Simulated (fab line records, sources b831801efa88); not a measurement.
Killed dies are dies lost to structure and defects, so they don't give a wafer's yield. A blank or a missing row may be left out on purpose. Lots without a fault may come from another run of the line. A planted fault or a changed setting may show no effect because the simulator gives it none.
Problem report in the 8D (eight disciplines) form, filled by code | flow sky130 | the parts of the form that need people (team, actions taken, sign-off) are left out

1. THE PROBLEM
pressure_mtorr at SKY_FIELD_ISO_CVD_24 reads a mean of 4.791 mTorr on 6 wafers of 2 lots; wafers without a fault read 5.998 mTorr with a standard deviation of 0.014. That is -86 standard deviations from the usual mean.
The step: deposits SiO2, target thk 595 nm, time 99.2 s.
First seen on wafer L667.1, day 3 12:17, on hdpcvd-02. The record holds 39 wafers of 13 lots with a number at this step. Rule for "out", or "out of limits": more than 4 standard deviations from the usual mean. The other wafers with a number count as sound.

2. WHAT IT IS AND WHAT IT IS NOT
question                    | is                     | is not
which readings at this step | pressure_mtorr         | -
which lots                  | L667, L671             | L661, L662, L663, L666, L673, L675, L677, L678, L679, L682, L684
which wafers of those lots  | all that have a number | -
read on which tools         | hdpcvd-02              | hdpcvd-01
when                        | from day 3 12:17       | up to then (12 sound wafers); but 21 sound wafers of L673, L675, L677, L678, L679, L682, L684 came after

3. SUSPECTS, AND WHAT RULES EACH OUT
Counting: a tool at a process step up to the reading stays a suspect if it ran every lot that is out and no sound lot after the first of them.
- hdpcvd-02 at SKY_FIELD_ISO_CVD_24 (deposits SiO2, target thk 595 nm, time 99.2 s): kept. It ran every lot that is out, first L667 (day 3 12:17), and no sound lot after that; its last sound lot up to then is L666 (day 3 10:58). Its own readings are out on those wafers: pressure_mtorr.
Left after counting: hdpcvd-02 at SKY_FIELD_ISO_CVD_24.

4. THE CAUSE (what the simulator had put in)
Process parameter drift: hdpcvd-02, from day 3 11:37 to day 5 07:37, at SKY_FIELD_ISO_CVD_24. Setting pressure_mtorr, moved by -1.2, from 6. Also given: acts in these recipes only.
Counting left only this tool.

5. THE CHAIN OF EFFECTS, in route order
Each row: a reading whose mean over the struck wafers that have a number lies more than 3 standard deviations from the usual. Only readings for which the record gives a usual standard deviation are gone through. hours: the time from each lot's start at the first step in this table that gives one to its start at this step, as a median over the lots. sigmas: the change in usual standard deviations.
hours | step                 | reading        | usual       | on struck wafers | change | sigmas
0     | SKY_FIELD_ISO_CVD_24 | pressure_mtorr | 5.998 mTorr | 4.791            | -1.207 | -86
The process steps in it:
- SKY_FIELD_ISO_CVD_24: deposits SiO2, target thk 595 nm, time 99.2 s.
Later measuring or inspecting steps at which every struck wafer that the step has a row for has a number for every such reading, and none has moved that far: SKY_FIELD_ISO_THK_MEAS_25.

6. WHAT WOULD HAVE CAUGHT IT SOONER
In this record the first reading out of limits was taken at day 3 12:17, 1 hour after the fault began at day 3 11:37.
